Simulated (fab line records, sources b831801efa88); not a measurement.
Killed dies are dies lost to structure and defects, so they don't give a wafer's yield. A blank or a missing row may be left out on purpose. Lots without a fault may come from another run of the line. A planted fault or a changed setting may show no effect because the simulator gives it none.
A struck lot beside a sound one | flow sky130 | 43 steps out of a route of 708
Sound: wafers L907.4, L907.5, L907.6. Struck: wafers L918.3, L918.4, L918.6. The cause comes at the end.
At each step with rows: each side's tool, then ch and its chambers, then its first start. Under that, the readings that differ: sound wafers | struck wafers | difference of the means | sigmas: that difference in standard deviations of wafers without a fault.
alike: readings whose means differ by less than 2 such deviations, and words and numbers that are the same on both sides. not compared: withheld readings, readings that some wafer has no value for, bounds like >300 that may hide the same value, and numbers for which the record gives no deviation and whose values overlap.
The two part at a step that has a row with sigmas, a row that says differs or no value, or rows on one side only. Numbers that don't overlap but have no deviation are shown without sigmas and don't part them. A reading that every wafer of one side lacks parts them only if that side has two wafers or more.

SKY_METAL5_SPUTTER_04: material TiN, target thk 70 nm, time 58.3 s.
  sound on pvd_sputter-02, day 43 01:45; struck on pvd_sputter-03, day 46 13:10
  alike: throttle_valve_pct
SKY_METAL5_RS_MEAS_05: measures by four-point-probe.
  sound on film_metro-03, day 43 01:52; struck on film_metro-02, day 46 13:16
  alike: METAL5_ALCU_RS
SKY_METAL5_THK_MEAS_06: measures by xrf.
  sound on film_metro-03, day 43 01:57; struck on film_metro-02, day 46 13:22
  alike: METAL5_ALCU_THK
then, 7 steps without rows for these wafers: SKY_METAL5_DEHYDRATE_07 (time 60 s); SKY_METAL5_HMDS_08 (prime time 60 s); SKY_METAL5_COAT_09 (resist thk 1800 nm); SKY_METAL5_SOFTBAKE_10 (time 60 s); SKY_METAL5_EXPOSE_11 (exposes mask MM5, target cd 1600 nm); SKY_METAL5_PEB_12; SKY_METAL5_DEVELOP_13 (develop time 60 s).
SKY_METAL5_DESCUM_14: chemistry O2, time 11 s.
  sound on rie_metal-01 ch 0,1, day 44 00:53; struck on rie_metal-01 ch 0,1, day 47 09:05
  alike: drypump_motor_current_A, oes_product_au
  not compared: rf_hours_counter_h
SKY_METAL5_METAL_ETCH_15: etches the open film in Cl2/BCl3, stops on SiO2, target depth 1260 nm, time 252 s.
  sound on rie_metal-01 ch 0,1, day 44 00:59; struck on rie_metal-01 ch 0,1, day 47 09:11
  alike: bcl3_flow_sccm, drypump_motor_current_A, mfc_cl2_sccm, oes_product_au, throttle_valve_pct
  not compared: rf_hours_counter_h
SKY_METAL5_STRIP_16: strips in O2/N2.
  sound on plasma_asher-02 ch 0,1, day 44 01:11; struck on plasma_asher-01 ch 0,1, day 47 09:23
  alike: drypump_motor_current_A, oes_product_au, strip_time_to_endpoint_s
  not compared: rf_hours_counter_h
then, 4 steps without rows for these wafers: SKY_METAL5_STRIP_17 (strips in post etch residue remover, time 1200 s); SKY_METAL5_CLEAN_18 (cleans in IPA, time 180 s); SKY_METAL5_CLEAN_19 (cleans in O3/DIW); SKY_PASSIVATION_CVD_00 (deposits SiO2, target thk 90 nm).
SKY_PASSIVATION_THK_MEAS_01:
  sound on film_metro-03, day 44 01:50; struck on film_metro-03, day 47 10:01
  alike: PASSIVATION_CVD_00_THK
SKY_PASSIVATION_CVD_02: deposits Si3N4, target thk 540 nm.
  sound on pecvd-02 ch 0,1,2, day 44 01:58; struck on pecvd-03 ch 0,2, day 47 10:03
  alike: heater_power_w
SKY_PASSIVATION_THK_MEAS_03:
  sound on film_metro-02, day 44 02:07; struck on film_metro-03, day 47 10:17
  reading                     | sound       | struck      | difference | sigmas
  PASSIVATION_CVD_02_THK (nm) | 546 548 543 | 522 531 536 | -16        | -2
then, 16 steps without rows for these wafers: SKY_PASSIVATION_DEHYDRATE_04 (time 60 s); SKY_PASSIVATION_HMDS_05 (prime time 60 s); SKY_PASSIVATION_COAT_06 (resist thk 3000 nm); SKY_PASSIVATION_SOFTBAKE_07; SKY_PASSIVATION_EXPOSE_08 (exposes mask NSM, target cd 3000 nm); SKY_PASSIVATION_PEB_09; SKY_PASSIVATION_DEVELOP_10 (develop time 60 s); SKY_PASSIVATION_ETCH_11 (etches the open film in CF4/O2, stops on AlCu, target depth 725 nm, time 161.1 s); SKY_PASSIVATION_STRIP_12 (strips in O2/N2); SKY_PAD_OPEN_DEHYDRATE_00 (time 60 s); SKY_PAD_OPEN_HMDS_01 (prime time 59.09 s); SKY_PAD_OPEN_COAT_02 (resist thk 3000 nm); SKY_PAD_OPEN_SOFTBAKE_03; SKY_PAD_OPEN_EXPOSE_04 (exposes mask PDM, target cd 60000 nm); SKY_PAD_OPEN_PEB_05; SKY_PAD_OPEN_DEVELOP_06 (develop time 60 s).
SKY_PAD_OPEN_ETCH_07: etches the open film in CF4/O2, stops on AlCu, target depth 725 nm, time 161.1 s.
  sound on rie_diel-04 ch 1,2,3, day 45 20:53; struck on rie_diel-04 ch 1,2,3, day 49 00:02
  alike: drypump_motor_current_A, oes_product_au, throttle_valve_pct
  not compared: rf_hours_counter_h
then, 5 steps without rows for these wafers: SKY_PAD_OPEN_STRIP_08 (strips in O2/N2); SKY_PAD_OPEN_STRIP_09 (strips in post etch residue remover, time 1200 s); SKY_PAD_OPEN_CLEAN_10 (cleans in IPA, time 180 s); SKY_PAD_OPEN_CLEAN_11 (cleans in O3/DIW); SKY_PAD_OPEN_ANNEAL_12.
SKY_PAD_OPEN_PROBE_99:
  sound on prober-01, day 45 23:17; struck on prober-02, day 49 02:29
  reading                               | sound               | struck                                                                     | difference                   | sigmas
  hold                                  | - - -               | await_dispo/2.0h/release await_dispo/2.0h/release await_dispo/2.0h/release | no value on the sound wafers |
  defect_limited_yield (%)              | 83.1 83.9 82.7      | 79.5 80.5 75.0                                                             | -4.9                         | -2
  killed_at_M4_up                       | 1 2 2               | 30 27 36                                                                   | +29                          | +15
  killed_dies                           | 83 79 85            | 101 96 123                                                                 | +24                          | +2
  sort_bin_3_pad_short (%)              | 0.6 0.6 0.8         | 3.5 1.6 2.6                                                                | +1.9                         | +4
  sort_bin_5_function (%)               | 10.0 9.8 10.4       | 13.6 12.4 14.8                                                             | +3.5                         | +2
  sort_n_pass                           | 409 413 407         | 391 396 369                                                                | -24                          | -2
  sort_yield_pct (%)                    | 83.1 83.9 82.7      | 79.5 80.5 75.0                                                             | -4.9                         | -2
  model.etest.tester.sort_n_pass        | 409 413 407         | 391 396 369                                                                | -24                          |
  model.etest.tester.sort_yield_pct (%) | 83.13 83.94 82.72   | 79.47 80.49 75                                                             | -4.94                        |
  model.etest.tester.sort_bin_5_pct (%) | 9.959 9.756 10.37   | 13.62 12.4 14.84                                                           | +3.59                        |
  model.etest.tester.sort_bin_3_pct (%) | 0.6098 0.6098 0.813 | 3.455 1.626 2.642                                                          | +1.897                       |
  alike: killed_at_M0_to_M3, killed_at_contacts, killed_at_front_end, killed_at_other, killed_open, killed_short, sort_bin_6_memory

WHERE THEY PART
First at SKY_PASSIVATION_THK_MEAS_03; last, within this record, at SKY_PAD_OPEN_PROBE_99.

WHY: what the simulator had put in
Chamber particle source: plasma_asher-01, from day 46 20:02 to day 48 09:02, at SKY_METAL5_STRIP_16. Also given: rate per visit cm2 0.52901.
